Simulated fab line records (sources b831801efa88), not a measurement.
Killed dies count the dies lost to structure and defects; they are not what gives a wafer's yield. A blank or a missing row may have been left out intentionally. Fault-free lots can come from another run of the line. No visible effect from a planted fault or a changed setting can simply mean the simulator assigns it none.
fab line records    flow sky130
record: lots: 5  wafers: 15  lastDay: 50
route steps=708 shown FIELD_ISO@1 PAD_OPEN@708
lots untouched by any fault: they come from a run of this same line in which no faults occurred
startH: the number of hours between the record's first day and the start of the first shown wafer of the lot    waitH: time in hours since the lot's previous step    " the same as in the row above    L1.1+2: a single row standing in for several wafers    - no value present, or no start provided    * or withheld: withheld    < > ~ a bound
route shown NAME@n: NAME is a module with steps in the file, n the number in the route of the first one    usual: mean and standard deviation over wafers with no fault    same: alike in all rows    chamber/n: place in a boat    sites: the reading at each site    _std_site: the standard deviation of these    _edge_site: mean of outer sites minus mean of inner sites    radiusMm: how far each site lies from the wafer's centre    mask NAME#n: copy n    behind: tool/chamber where the wafer was last shaped    hold: what put the lot on hold/how long, in hours/how the hold closed    device: the transistor (n, p or np) that didn't switch    end of line: the tests these same wafers got at the end of their route    step lacking rows: just its recipe    killed: count of dies lost to structure and defects at first sort (not the wafer's yield)    map: a wafer's dies, x killed, . not, _ none there
set.NAME: the run value of the setting; set.NAME@STEP: its run value at that earlier step    model.NAME: the simulator's own value behind a step, which no gauge read
certain route steps with their lots: each step a table, each wafer a row
services: from which hour (startH, from the record's first day; less than 0 if before it) a tool's chamber was out of use, for how many hours, and why
== steps ==
step: SKY_FIELD_ISO_BOW_MEAS_00
recipe: mode: bow
usual: INCOMING_BOW: 1/6
lot.wafer  tool          chamber  startH  waitH  INCOMING_BOW[um]
L732.2     filmMetro-01  -        20.02   -      0
L732.3     "             -        "       "      2
L732.4     "             -        "       "      3
L735.3     filmMetro-03  -        35.04   -      -6
L735.4     "             -        "       "      -3
L735.5     "             -        "       "      8
L745.2     filmMetro-03  -        85.02   -      4
L745.3     "             -        "       "      10
L745.4     "             -        "       "      4
L746.3     filmMetro-03  -        90.04   -      1
L746.5     "             -        "       "      -3
L746.6     "             -        "       "      -11
L750.4     filmMetro-03  -        110.06  -      -14
L750.5     "             -        "       "      -10
L750.6     "             -        "       "      -14
step: SKY_FIELD_ISO_OXIDATION_01
recipe: tempC: 900  ambient: O2  stabiliseS: 600  purgeS: 300  targetThkA: 120  oxTimeS: 1843
step: SKY_FIELD_ISO_THK_MEAS_02
recipe: reads: SiO2_of_FIELD_ISO_OXIDATION_01
usual: FIELD_ISO_OXIDATION_00_THK: 11.98/0.21
lot.wafer  tool          chamber  startH  waitH  FIELD_ISO_OXIDATION_00_THK[nm]
L732.2     filmMetro-03  -        21.65   0.0    11.72
L732.3     "             -        "       "      11.77
L732.4     "             -        "       "      11.58
L735.3     filmMetro-01  -        36.65   0.0    12.24
L735.4     "             -        "       "      12.04
L735.5     "             -        "       "      12.03
L745.2     filmMetro-04  -        89.07   0.0    11.91
L745.3     "             -        "       "      12.03
L745.4     "             -        "       "      11.91
L746.3     filmMetro-03  -        92.09   0.0    11.86
L746.5     "             -        "       "      11.90
L746.6     "             -        "       "      11.57
L750.4     filmMetro-03  -        112.73  0.0    11.89
L750.5     "             -        "       "      11.71
L750.6     "             -        "       "      11.99
step: SKY_FIELD_ISO_CVD_03
recipe: material: Si3N4  precursor: DCS/NH3  targetThkNm: 165  tempC: 770  timeS: 2830  pressureMtorr: 250
step: SKY_FIELD_ISO_THK_MEAS_04
recipe: reads: Si3N4_of_FIELD_ISO_CVD_03
usual: FIELD_ISO_CVD_03_THK: 166.5/1.4
lot.wafer  tool          chamber  startH  waitH  FIELD_ISO_CVD_03_THK[nm]
L732.2     filmMetro-04  -        25.61   0.0    166.7
L732.3     "             -        "       "      167.2
L732.4     "             -        "       "      165.4
L735.3     filmMetro-04  -        43.43   0.0    166.0
L735.4     "             -        "       "      166.7
L735.5     "             -        "       "      166.9
L745.2     filmMetro-01  -        92.22   0.0    165.6
L745.3     "             -        "       "      165.3
L745.4     "             -        "       "      163.5
L746.3     filmMetro-04  -        96.72   0.0    166.9
L746.5     "             -        "       "      168.6
L746.6     "             -        "       "      168.6
L750.4     filmMetro-03  -        114.78  0.0    164.8
L750.5     "             -        "       "      165.5
L750.6     "             -        "       "      164.8
step: SKY_FIELD_ISO_DEHYDRATE_05
recipe: tempC: 200  timeS: 60
step: SKY_FIELD_ISO_HMDS_06
recipe: primeTimeS: 60  primeTempC: 120
step: SKY_FIELD_ISO_COAT_07
recipe: resist: BARC  tempC: withheld  timeS: withheld  spinRpm: 3000  resistThkNm: 60
step: SKY_FIELD_ISO_COAT_08
recipe: resist: KrF-thick  spinRpm: 3000  resistThkNm: 450
step: SKY_FIELD_ISO_SOFTBAKE_09
recipe: tempC: 100  timeS: 90  resist: KrF-thick
step: SKY_FIELD_ISO_EXPOSE_10
recipe: maskId: FOM  na: 0.68  sourceShape: annular  sigmaInner: 0.4  sigmaOuter: 0.8  targetCdNm: 150  doseMj: 28
lot.wafer   tool           chamber  startH  waitH  mask
L732.2+3+4  krfScanner-01  0        33.59   -      FOM#0
L735.3+4+5  krfScanner-02  0        51.37   -      FOM#0
L745.2+3+4  krfScanner-02  0        100.40  -      FOM_R1#0
L746.3+5+6  krfScanner-01  0        105.60  -      FOM#0
L750.4+5+6  krfScanner-01  0        124.33  -      FOM#0
step: SKY_FIELD_ISO_PEB_11
recipe: pebTempC: withheld  pebTimeS: withheld  resist: KrF-thick
step: SKY_FIELD_ISO_DEVELOP_12
recipe: developTimeS: 60  resist: KrF-thick  devTempC: 21
step: SKY_FIELD_ISO_CD_MEAS_13
recipe: targetCdNm: 150
usual: cdNm: 149.7/1.4
lot.wafer  tool      chamber  startH  waitH  cdNm
L732.2     cdSem-02  -        41.01   -      148.8
L732.3     "         -        "       "      148.3
L732.4     "         -        "       "      149.3
L735.3     cdSem-02  -        58.77   -      149.2
L735.4     "         -        "       "      149.1
L735.5     "         -        "       "      149.4
L745.2     cdSem-01  -        108.96  -      130.0
L745.3     "         -        "       "      129.8
L745.4     "         -        "       "      131.7
L746.3     cdSem-02  -        114.58  -      148.9
L746.5     "         -        "       "      149.2
L746.6     "         -        "       "      148.4
L750.4     cdSem-02  -        133.10  -      148.5
L750.5     "         -        "       "      150.7
L750.6     "         -        "       "      149.7
step: SKY_FIELD_ISO_ETCH_14
recipe: chemistry: N2/H2  target: BARC  ionEnergyEv: 200  sourceW: 500  biasW: 100  pressureMtorr: 30  n2FlowSccm: 100  h2FlowSccm: 200  stopOn: SiO2  timeS: 45.9  targetDepthA: 600
usual: drypumpMotorCurrentA: 5.86/0.27  oesProductAu: 0.855/0.005  throttleValvePct: 13.225/0.0096
lot.wafer  tool        chamber  startH  waitH  drypumpMotorCurrentA  oesProductAu  rfHoursCounterH  throttleValvePct  model.FIELD_ISO.cdNm
L732.2     rieDiel-02  0        41.11   0.1    5.44                  0.859         132              13.222            148.5
L732.3     "           2        "       "      6.03                  0.863         87               13.241            147.9
L732.4     "           1        "       "      5.52                  0.853         97               13.213            149.1
L735.3     rieDiel-02  1        58.85   0.1    5.51                  0.851         97               13.242            149.7
L735.4     "           3        "       "      6.58                  0.860         28               13.234            148.6
L735.5     "           1        "       "      5.51                  0.854         -                13.235            149.2
L745.2     rieDiel-01  3        109.06  0.1    5.62                  0.852         71               13.211            130.8
L745.3     "           0        "       "      5.71                  0.858         54               13.238            129.6
L745.4     "           2        "       "      6.01                  0.861         140              13.238            132
L746.3     rieDiel-01  2        114.66  0.1    6.03                  0.853         140              13.232            148.7
L746.5     "           2        "       "      6.03                  0.856         -                13.225            148.7
L746.6     "           3        "       "      5.64                  0.860         -                13.229            148.5
L750.4     rieDiel-01  2        133.16  0.0    6.02                  0.854         141              13.207            148.4
L750.5     "           1        "       "      5.76                  0.856         -                13.226            151
L750.6     "           2        "       "      6.03                  0.860         -                13.220            150
step: SKY_FIELD_ISO_ETCH_15
recipe: chemistry: CHF3/O2  targetDepthNm: 180  stopOn: Si  sourceW: 600  biasW: 200  pressureMtorr: 40  chf3FlowSccm: 50  O2_flow_sccm: 5  timeS: 72
usual: drypumpMotorCurrentA: 5.85/0.27  oesProductAu: 0.951/0.0064  throttleValvePct: 8.845/0.0098
lot.wafer  tool        chamber  startH  waitH  drypumpMotorCurrentA  oesProductAu  rfHoursCounterH  throttleValvePct
L732.2     rieDiel-02  0        41.15   0.0    5.44                  0.957         132              8.833
L732.3     "           2        "       "      6.00                  0.946         87               8.858
L732.4     "           1        "       "      5.52                  0.939         97               8.850
L735.3     rieDiel-02  1        58.89   0.0    5.50                  0.949         97               8.849
L735.4     "           3        "       "      6.54                  0.958         28               8.844
L735.5     "           1        "       "      5.50                  0.957         -                8.848
L745.2     rieDiel-01  3        109.10  0.0    5.63                  0.944         71               8.861
L745.3     "           0        "       "      5.70                  0.941         54               8.842
L745.4     "           2        "       "      6.03                  0.932         140              8.832
L746.3     rieDiel-01  2        114.71  0.0    6.02                  0.952         140              8.839
L746.5     "           2        "       "      6.02                  0.956         -                8.852
L746.6     "           3        "       "      5.64                  0.958         -                8.837
L750.4     rieDiel-01  2        133.20  0.0    6.02                  0.940         141              8.841
L750.5     "           1        "       "      5.79                  0.953         -                8.828
L750.6     "           2        "       "      6.00                  0.952         -                8.850
step: SKY_FIELD_ISO_STRIP_16
recipe: chemistry: O2/N2  powerW: 1400  pressureMtorr: 1500  platenTempC: withheld  o2FlowSccm: 3000  n2FlowSccm: 300  overashFraction: 0.5
usual: drypumpMotorCurrentA: 5.6/0.43  oesProductAu: 0.378/0.0043  stripTimeToEndpointS: 3.541/0.025
lot.wafer  tool            chamber  startH  waitH  drypumpMotorCurrentA  oesProductAu  rfHoursCounterH  stripTimeToEndpointS
L732.2     plasmaAsher-03  0        41.21   0.0    4.9                   0.377         23               3.531
L732.3     "               0        "       "      4.8                   0.383         -                3.509
L732.4     "               1        "       "      6.1                   0.378         -                3.525
L735.3     plasmaAsher-02  0        58.98   0.1    5.8                   0.382         -                3.515
L735.4     "               1        "       "      5.9                   0.376         -                3.545
L735.5     "               1        "       "      5.9                   0.376         -                3.515
L745.2     plasmaAsher-01  0        109.16  0.0    5.3                   0.367         42               3.551
L745.3     "               0        "       "      5.3                   0.383         -                3.527
L745.4     "               1        "       "      5.9                   0.375         -                3.528
L746.3     plasmaAsher-01  0        114.80  0.1    5.3                   0.378         -                3.540
L746.5     "               1        "       "      5.9                   0.375         -                3.533
L746.6     "               0        "       "      5.3                   0.375         -                3.537
L750.4     plasmaAsher-01  0        133.29  0.1    5.3                   0.376         -                3.505
L750.5     "               1        "       "      5.9                   0.376         -                3.552
L750.6     "               0        "       "      5.3                   0.380         -                3.528
step: SKY_FIELD_ISO_ETCH_17
recipe: targetDepthA: 3420  maskMaterial: Si3N4  chemistry: HBr/Cl2/O2  target: Si  taperDeg: 5  icpW: 600  biasW: 150  pressureMtorr: 15  HBr_flow_sccm: 150  Cl2_flow_sccm: 40  O2_flow_sccm: 6  timeS: 97.7
usual: drypumpMotorCurrentA: 5.8/0.46  oesProductAu: 1.006/0.0078  throttleValvePct: 25.653/0.0096
lot.wafer  tool      chamber  startH  waitH  drypumpMotorCurrentA  oesProductAu  rfHoursCounterH  throttleValvePct  model.FIELD_ISO.cdNm
L732.2     rieSi-02  2        41.31   0.1    5.0                   0.999         151              25.662            148.4
L732.3     "         1        "       "      6.4                   1.022         67               25.651            147.9
L732.4     "         3        "       "      5.9                   1.006         97               25.652            149.1
L735.3     rieSi-02  1        59.05   0.0    6.4                   1.007         67               25.653            148.3
L735.4     "         2        "       "      5.0                   1.008         151              25.657            148.3
L735.5     "         1        "       "      6.4                   1.012         -                25.646            147.5
L745.2     rieSi-01  1        109.26  0.1    6.0                   1.007         132              25.660            130.6
L745.3     "         2        "       "      6.1                   1.005         67               25.651            130.1
L745.4     "         0        "       "      5.1                   1.006         110              25.647            132
L746.3     rieSi-02  1        114.86  0.0    6.5                   1.008         67               25.654            148.4
L746.5     "         3        "       "      5.9                   1.000         -                25.669            149
L746.6     "         0        "       "      5.9                   1.004         -                25.659            148.8
L750.4     rieSi-02  1        133.36  0.0    6.4                   1.009         68               25.633            147.2
L750.5     "         2        "       "      5.0                   0.997         -                25.652            150
L750.6     "         1        "       "      6.4                   1.011         -                25.659            149.2
step: SKY_FIELD_ISO_WET_ETCH_18
recipe: chemistry: H3PO4  targetDepthNm: 25  tempC: 160  target: Si3N4  timeS: 286
step: SKY_PAD_OPEN_PROBE_99
usual: killed_at_M0_to_M3: 44/6  killed_at_M4_up: 3.3/2.1  killedAtContacts: 25/5.5  killedAtFrontEnd: 15/4.3  killedAtOther: 0.2/0.41  killedDies: 88/9.1  killedOpen: 48/6.6  killedShort: 39/6.7
same: grossDies: 492  killedAtBackSide: 0
lot.wafer  tool       chamber  startH   waitH  killed_at_M0_to_M3  killed_at_M4_up  killedAtContacts  killedAtFrontEnd  killedAtOther  killedDies  killedOpen  killedShort  model.etest.pfetG5v0d10v5.rOnOhmUm  model.etest.resPdiff.lineOhmUm  model.etest.resNdiff.lineOhmUm  model.etest.sramNfetPass.driveUaUm  model.etest.sonosUncharged.rOnOhmUm  model.etest.resPdiff.widthNm  model.etest.resNdiff.widthNm  model.etest.sramPfetLatch.driveUaUm
L732.2     prober-02  -        1081.49  0.1    42                  0                30                14                0              86          47          39           4799                                1409                            758.9                           454.6                               832                                  142.9                         155.9                         141.4
L732.3     prober-02  -        1081.54  0.2    35                  1                29                6                 1              72          40          32           4878                                1402                            768.6                           474.9                               844.2                                142.1                         155.9                         134.4
L732.4     prober-02  -        1081.59  0.2    54                  4                22                16                0              96          54          42           4853                                1407                            755.5                           480                                 819.1                                143.1                         155.7                         137.6
L735.3     prober-02  -        1130.20  0.2    43                  7                20                17                0              87          55          32           4805                                1357                            762.3                           489.4                               811.5                                142.1                         154.9                         147.8
L735.4     prober-02  -        1130.25  0.2    36                  9                17                18                0              80          42          38           4786                                1376                            764.6                           478.9                               815.6                                142.1                         155.7                         145.8
L735.5     prober-02  -        1130.30  0.2    37                  4                28                17                0              86          55          31           4746                                1398                            773.1                           479.9                               809.1                                141.9                         154.1                         148.9
L745.2     prober-01  -        1161.75  0.1    37                  0                31                34                0              102         45          41           4974                                1590                            863.5                           416.4                               851.1                                124.3                         136.7                         121.8
L745.3     prober-01  -        1161.80  0.2    38                  5                25                34                1              103         43          37           5013                                1600                            856                             434.8                               848.1                                124                           137.5                         124.3
L745.4     prober-01  -        1161.85  0.2    49                  2                25                27                0              103         47          41           4891                                1569                            849.9                           430.7                               835.3                                125.6                         138.4                         124
L746.3     prober-02  -        1171.73  0.2    39                  0                23                4                 0              66          41          25           4781                                1385                            769.8                           489.3                               822.4                                142.2                         155.5                         144
L746.5     prober-02  -        1171.83  0.2    45                  3                26                18                0              92          44          48           4730                                1381                            780.9                           496.6                               808.9                                142.1                         155.6                         136.2
L746.6     prober-02  -        1171.88  0.2    50                  5                29                15                1              100         52          48           4745                                1387                            778.5                           514.3                               822.2                                144.1                         155.8                         152
L750.4     prober-02  -        1187.96  0.2    37                  3                22                15                0              77          40          37           4754                                1395                            805                             512.5                               812.1                                141.2                         154                           145.6
L750.5     prober-02  -        1188.01  0.2    54                  1                38                14                0              107         69          38           4727                                1391                            788.2                           507.9                               833.1                                144.9                         156.7                         145.4
L750.6     prober-02  -        1188.06  0.2    35                  1                19                18                0              73          41          32           4692                                1392                            793                             517.3                               840.8                                143.6                         157.2                         145
killed by level:class
L732.2 VIA2:geometricParticle:open=10 VIA1:geometricParticle:open=10 CONTACT:geometricParticle:open=8 LI_CONTACT:geometricParticle:open=8 CONTACT:geometricParticle:short=7 METAL2:geometricParticle:short=5 FIELD_ISO:geometricParticle:short=4 POLY_GATE:geometricParticle:open=4
L732.3 CONTACT:geometricParticle:open=12 VIA1:geometricParticle:open=9 METAL1:geometricParticle:short=8 CONTACT:geometricParticle:short=7 LI_CONTACT:geometricParticle:open=6 VIA2:geometricParticle:open=5 VIA2:geometricParticle:short=4 LOCAL_INTERCONNECT:geometricParticle:short=3
L732.4 VIA2:geometricParticle:open=13 VIA1:geometricParticle:open=9 VIA3:geometricParticle:open=7 CONTACT:geometricParticle:open=7 LI_CONTACT:geometricParticle:open=6 METAL1:geometricParticle:short=6 VIA2:geometricParticle:short=6 FIELD_ISO:geometricParticle:short=5
L735.3 VIA1:geometricParticle:open=13 LI_CONTACT:geometricParticle:open=9 VIA3:geometricParticle:open=8 POLY_GATE:geometricParticle:open=6 VIA2:geometricParticle:open=6 CONTACT:geometricParticle:open=5 METAL4:geometricParticle:short=5 FIELD_ISO:geometricParticle:short=4
L735.4 VIA1:geometricParticle:open=8 FIELD_ISO:geometricParticle:open=6 LI_CONTACT:geometricParticle:open=6 VIA3:geometricParticle:open=6 METAL4:geometricParticle:short=6 FIELD_ISO:geometricParticle:short=5 POLY_GATE:geometricParticle:short=4 CONTACT:geometricParticle:open=4
L735.5 CONTACT:geometricParticle:open=11 VIA1:geometricParticle:open=8 LI_CONTACT:geometricParticle:open=7 VIA2:geometricParticle:open=7 FIELD_ISO:geometricParticle:open=5 VIA3:geometricParticle:open=5 POLY_GATE:geometricParticle:open=4 VIA1:geometricParticle:short=4
L745.2 FIELD_ISO:areaExpose=16 CONTACT:geometricParticle:open=10 VIA1:geometricParticle:open=9 POLY_GATE:geometricParticle:short=8 VIA2:geometricParticle:open=7 LOCAL_INTERCONNECT:geometricParticle:short=6 POLY_GATE:geometricParticle:open=5 LI_CONTACT:geometricParticle:open=5
L745.3 FIELD_ISO:areaExpose=22 VIA1:geometricParticle:short=10 VIA1:geometricParticle:open=8 VIA2:geometricParticle:open=8 CONTACT:geometricParticle:short=7 CONTACT:geometricParticle:open=7 VIA3:geometricParticle:open=5 METAL4:geometricParticle:short=4
L745.4 FIELD_ISO:areaExpose=15 VIA1:geometricParticle:open=11 LI_CONTACT:geometricParticle:open=8 METAL1:geometricParticle:short=8 CONTACT:geometricParticle:open=7 VIA2:geometricParticle:open=7 VIA3:geometricParticle:open=6 LOCAL_INTERCONNECT:geometricParticle:short=4
L746.3 VIA2:geometricParticle:open=11 LI_CONTACT:geometricParticle:open=10 CONTACT:geometricParticle:open=7 VIA1:geometricParticle:open=7 VIA2:geometricParticle:short=6 METAL1:geometricParticle:short=4 LOCAL_INTERCONNECT:geometricParticle:short=3 VIA3:geometricParticle:short=3
L746.5 VIA1:geometricParticle:open=11 METAL1:geometricParticle:short=8 FIELD_ISO:geometricParticle:short=7 LOCAL_INTERCONNECT:geometricParticle:short=6 VIA2:geometricParticle:open=6 CONTACT:geometricParticle:open=6 VIA1:geometricParticle:short=6 LI_CONTACT:geometricParticle:open=5
L746.6 CONTACT:geometricParticle:open=10 LI_CONTACT:geometricParticle:open=9 VIA1:geometricParticle:short=8 VIA3:geometricParticle:open=7 VIA2:geometricParticle:open=7 METAL1:geometricParticle:short=6 FIELD_ISO:geometricParticle:short=5 FIELD_ISO:geometricParticle:open=5
L750.4 VIA1:geometricParticle:open=12 CONTACT:geometricParticle:open=8 FIELD_ISO:geometricParticle:open=5 LOCAL_INTERCONNECT:geometricParticle:short=5 VIA1:geometricParticle:short=5 FIELD_ISO:geometricParticle:short=4 LI_CONTACT:geometricParticle:open=4 METAL2:geometricParticle:short=4
L750.5 LI_CONTACT:geometricParticle:open=14 CONTACT:geometricParticle:open=13 VIA2:geometricParticle:open=12 VIA1:geometricParticle:open=10 METAL2:geometricParticle:short=7 VIA3:geometricParticle:open=7 FIELD_ISO:geometricParticle:open=6 VIA2:geometricParticle:short=6
L750.6 VIA1:geometricParticle:open=12 VIA2:geometricParticle:open=7 POLY_GATE:geometricParticle:short=6 CONTACT:geometricParticle:open=6 LI_CONTACT:geometricParticle:open=5 CONTACT:geometricParticle:short=5 FIELD_ISO:geometricParticle:open=4 FIELD_ISO:geometricParticle:short=4
map L745.3 (x killed, . not)
__________x......x.x_________
________.xxxx...x....._______
______..xxx..x.xx..x...._____
_____..xx...............x____
____...xxx..x........x....___
___xx..xx..........x..x....__
__....x.x...x..x.x...x.x..x._
_...x.x.........x.x..........
_xxx..xx.............x...x.xx
_x.x..x.x...x...xxx..........
_.x....x......xx.....x.......
_xxx..xx..x.....x..........x.
_.x.x......x......x.x.......x
_..x....xx...x.......xx......
_..xx.............x..........
__.........x................_
___...x.........xx.........__
____.........xx.....x..x..___
_____.............x......____
______x........x.x......_____
________.xx..x.....x.._______
__________.x........_________
map L735.3 (x killed, . not)
__________...x.x...._________
________xx......x....._______
______.......x.x.....x.x_____
_____...x.....x..........____
____....x..........x.....x___
___x.........x.......x.....__
__...x.....x.....x..xx......_
_.x....x..x...x...x......x...
_..x.x...x........x.x.x......
_.x........x.......x.....x..x
_........................xx..
_x......x...x.x.....x.x......
_x..x.x...x...........x......
_x.x....x.x...xx.......xx....
_.x..x....xx..x.........x....
__.............xx...x......._
___...........x....x....x.x__
____......x....x.......xxx___
_____..x...........x..x..____
______xx................_____
________..........x..._______
__________....x..xx._________
== services ==
tool            chamber  startH  hours  kind
krfScanner-02   0        13.34   -      calibration
krfScanner-02   -        23.26   1.0    pm
rieDiel-01      3        27.15   8.8    repair
plasmaAsher-02  -        31.40   3.5    repair
krfScanner-02   -        34.47   0.8    pm
plasmaAsher-02  -        34.89   2.8    pm
krfScanner-01   -        51.16   36.0   pm
krfScanner-01   0        56.29   -      calibration
rieSi-02        2        74.00   -      clean
rieSi-02        2        74.00   13.3   scheduledDown
rieSi-02        2        74.00   13.3   ventCycle
krfScanner-02   -        87.16   7.2    pm
plasmaAsher-01  -        88.70   4.3    pm
krfScanner-01   -        91.24   3.5    repair
krfScanner-01   -        94.72   1.0    pm
rieSi-01        3        94.77   4.6    repair
rieSi-01        1        100.43  8.0    repair
krfScanner-02   -        100.49  1.3    pm
krfScanner-02   -        113.08  1.2    repair
== key ==
firstSign: step: SKY_FIELD_ISO_EXPOSE_10  reading: mask  direction: changed
effect: step: SKY_FIELD_ISO_CD_MEAS_13  reading: cdNm  direction: down  sigmas: 14  usual: 149.7  struck: 130.5
effect: step: SKY_PAD_OPEN_PROBE_99  reading: killedAtFrontEnd  direction: up  sigmas: 3.7  usual: 15  struck: 32
modelEffect: step: SKY_FIELD_ISO_ETCH_14  value: FIELD_ISO.cdNm  without: 148.8  struck: 130.8
modelEffect: step: SKY_FIELD_ISO_ETCH_17  value: FIELD_ISO.cdNm  without: 148.9  struck: 130.9
modelEffect: step: SKY_PAD_OPEN_PROBE_99  value: etest.pfetG5v0d10v5.rOnOhmUm  without: 4747  struck: 4959
moreKillsBornAt: SKY_FIELD_ISO_EXPOSE_10@krfScanner-02: 53
metAt SKY_FIELD_ISO_EXPOSE_10
struckWafers L745.2,L745.3,L745.4
testerLeftOut L745
onsetBetween 51.37 100.40
fault: kind: wrongMask  tool: any  chamber: -  onsetH: 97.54  steps: SKY_FIELD_ISO_EXPOSE_10  auxCopy: FOM_R1#0  cdOffsetNm: -18  scope: struckLotsOnly
testerLeftOut: of these lots the tester's yield and bins aren't shown, on N5 and GAA mostly nor the transistor test; their killed dies are dies lost to structure and defects alone, not to doping, threshold or leakage, so they don't give the yield
